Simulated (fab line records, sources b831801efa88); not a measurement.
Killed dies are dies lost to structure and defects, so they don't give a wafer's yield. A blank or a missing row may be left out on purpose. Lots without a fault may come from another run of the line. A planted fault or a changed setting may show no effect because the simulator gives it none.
Which tool did it? | flow sky130 | 13 lots, 36 wafers sampled, at 4 steps of a route of 708

WHAT THE GAUGES READ, wafer by wafer
SKY_GATE_OXIDE_OVL_MEAS_10. Usual: GATE_OXIDE_OVL 0.0 nm, standard deviation 1.4.
lot  | measured     | on         | GATE_OXIDE_OVL (nm) | flag
L430 | day 14 04:54 | overlay-02 | -1.5 -1.7 0.4       |
L431 | day 14 18:35 | overlay-01 | -1.0 -2.7 -1.4      |
L433 | day 15 08:37 | overlay-02 | 0.7 0.0 0.4         |
L434 | day 15 16:45 | overlay-02 | 1.7 0.8 0.0         |
L435 | day 15 22:46 | overlay-02 | -0.2 -2.0 -2.5      |
L440 | day 17 18:38 | overlay-02 | -0.2 2.4 -0.6       |
L441 | day 18 03:55 | overlay-02 | 2.8 -0.3 2.3        |
L442 | day 18 06:54 | overlay-01 | 1.5 0.5 -0.4        |
L443 | day 18 21:00 | overlay-01 | 0.0 -2.8 0.1        |
L446 | day 20 05:37 | overlay-01 | 1.3 0.0 1.4         |
L449 | day 20 18:15 | overlay-02 | 1.2 1.3             |
L451 | day 21 10:47 | overlay-01 | 2.6 1.1             |
L452 | day 22 00:08 | overlay-01 | -0.6 -0.4           |

SKY_RES_PROTECT_TW_MEAS_08. Usual: POLY_GATE_TW 4024, standard deviation 35.
lot  | measured     | on            | POLY_GATE_TW   | flag
L430 | day 15 10:55 | film_metro-03 | 4001 4001 3979 |
L431 | day 16 02:28 | film_metro-04 | 4022 4020 4010 |
L433 | day 16 18:21 | film_metro-03 | 4003 3975 3982 |
L434 | day 17 07:13 | film_metro-03 | 3984 4007 3969 |
L435 | day 17 06:55 | film_metro-04 | 4050 4057 4028 |
L440 | day 19 04:58 | film_metro-04 | 4086 4096 4097 |
L441 | day 19 13:34 | film_metro-01 | 4011 4017 4021 |
L442 | day 19 18:15 | film_metro-04 | 4068 4069 4108 |
L443 | day 20 08:00 | film_metro-04 | 4060 4027 4039 |
L446 | day 21 16:03 | film_metro-03 | 4016 4010 4011 |
L449 | day 22 04:10 | film_metro-03 | 30 30          | OFF
L451 | day 22 20:49 | film_metro-01 | 30 4012        | OFF
L452 | day 23 09:28 | film_metro-04 | 30 4078        | OFF

WHICH TOOL RAN EACH LOT (tool, then ch and the chambers of the sampled wafers, then the start)
lot  | SKY_VT_ADJUST_LVTN_STRIP_09          | SKY_RES_PROTECT_DEVELOP_06
L430 | plasma_asher-01 ch 0,1, day 7 04:38  | litho_track-01 ch 0, day 15 10:33
L431 | plasma_asher-01 ch 0,1, day 7 13:16  | litho_track-04 ch 0, day 16 02:04
L433 | plasma_asher-02 ch 0,1, day 8 00:25  | litho_track-01 ch 0, day 16 17:57
L434 | plasma_asher-01 ch 0,1, day 8 10:01  | litho_track-03 ch 0, day 17 06:49
L435 | plasma_asher-02 ch 0,1, day 8 10:01  | litho_track-03 ch 0, day 17 06:32
L440 | plasma_asher-01 ch 0,1, day 9 19:03  | litho_track-03 ch 0, day 19 04:35
L441 | plasma_asher-02 ch 0,1, day 10 03:51 | litho_track-03 ch 0, day 19 13:10
L442 | plasma_asher-02 ch 1, day 10 07:49   | litho_track-01 ch 0, day 19 17:51
L443 | plasma_asher-01 ch 0,1, day 10 15:45 | litho_track-01 ch 0, day 20 07:36
L446 | plasma_asher-02 ch 0,1, day 11 19:30 | litho_track-01 ch 0, day 21 15:39
L449 | plasma_asher-01 ch 0,1, day 12 08:04 | litho_track-03 ch 0, day 22 03:46
L451 | plasma_asher-02 ch 0,1, day 12 21:12 | litho_track-03 ch 0, day 22 20:26
L452 | plasma_asher-01 ch 1, day 13 08:39   | litho_track-03 ch 0, day 23 09:05
- SKY_VT_ADJUST_LVTN_STRIP_09: strips in O2/N2.
- SKY_RES_PROTECT_DEVELOP_06: develop time 60 s.

WHAT THE TOOLS THEMSELVES READ (means of the sampled wafers that have a number; where no wafer has one, the mark that the record gives instead)
SKY_VT_ADJUST_LVTN_STRIP_09. Usual: drypump_motor_current_A 5.7 A, standard deviation 0.46; oes_product_au 0.723 a.u., standard deviation 0.0042; strip_time_to_endpoint_s 36.90 s, standard deviation 0.1.
lot  | tool            | drypump_motor_current_A (A) | oes_product_au (a.u.) | strip_time_to_endpoint_s (s) | flag
L430 | plasma_asher-01 | 5.4                         | 0.725                 | 36.81                        |
L431 | plasma_asher-01 | 5.4                         | 0.720                 | 36.99                        |
L433 | plasma_asher-02 | 6.2                         | 0.718                 | 36.90                        |
L434 | plasma_asher-01 | 5.4                         | 0.720                 | 36.99                        |
L435 | plasma_asher-02 | 5.8                         | 0.724                 | 36.96                        |
L440 | plasma_asher-01 | 5.4                         | 0.723                 | 36.87                        |
L441 | plasma_asher-02 | 5.9                         | 0.726                 | 36.81                        |
L442 | plasma_asher-02 | 5.4                         | 0.725                 | 36.83                        |
L443 | plasma_asher-01 | 5.4                         | 0.722                 | 36.92                        |
L446 | plasma_asher-02 | 5.8                         | 0.721                 | 36.87                        |
L449 | plasma_asher-01 | 5.5                         | 0.726                 | 37.02                        |
L451 | plasma_asher-02 | 6.0                         | 0.726                 | 37.03                        |
L452 | plasma_asher-01 | 5.8                         | 0.721                 | 36.79                        |

SKY_RES_PROTECT_DEVELOP_06. Usual: resist_line_temp_C 22.98 C, standard deviation 0.095.
lot  | tool           | resist_line_temp_C (C) | flag
L430 | litho_track-01 | 22.99                  |
L431 | litho_track-04 | 23.08                  |
L433 | litho_track-01 | 22.85                  |
L434 | litho_track-03 | 22.93                  |
L435 | litho_track-03 | 22.88                  |
L440 | litho_track-03 | 22.98                  |
L441 | litho_track-03 | 23.04                  |
L442 | litho_track-01 | 23.04                  |
L443 | litho_track-01 | 22.87                  |
L446 | litho_track-01 | 23.02                  |
L449 | litho_track-03 | 22.95                  |
L451 | litho_track-03 | 23.00                  |
L452 | litho_track-03 | 23.02                  |

THE ANSWER, worked out from the rows above alone
Rule: a lot is off if the mean of its wafers that have a number lies more than 3 standard deviations from the usual mean. A lot without any number at a reading at which 4 lots or more have one is off too. The other lots that the step has rows for count as sound. The gauges are gone through in route order, then the tools' own readings, and for those a lot's mean is taken as printed above. The first step at which some lot is off is used, and at that step the reading that is off furthest; a lot without a number counts as furthest.
Off: L449, L451, L452, at SKY_RES_PROTECT_TW_MEAS_08 (POLY_GATE_TW).
A tool fits if, at a process step before that reading, it ran every lot that is off, and no sound lot after the first of them. The gauges at SKY_RES_PROTECT_TW_MEAS_08 are tried like those tools. One fits: litho_track-03 at SKY_RES_PROTECT_DEVELOP_06. Its last sound lot is L441 (day 19 13:10), its first lot that is off L449 (day 22 03:46): a fault that began between those two fits.

WHAT THE SIMULATOR HAD PUT IN
Process parameter drift: litho_track-03, from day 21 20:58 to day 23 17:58, at SKY_RES_PROTECT_DEVELOP_06. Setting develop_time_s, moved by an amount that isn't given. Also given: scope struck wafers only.
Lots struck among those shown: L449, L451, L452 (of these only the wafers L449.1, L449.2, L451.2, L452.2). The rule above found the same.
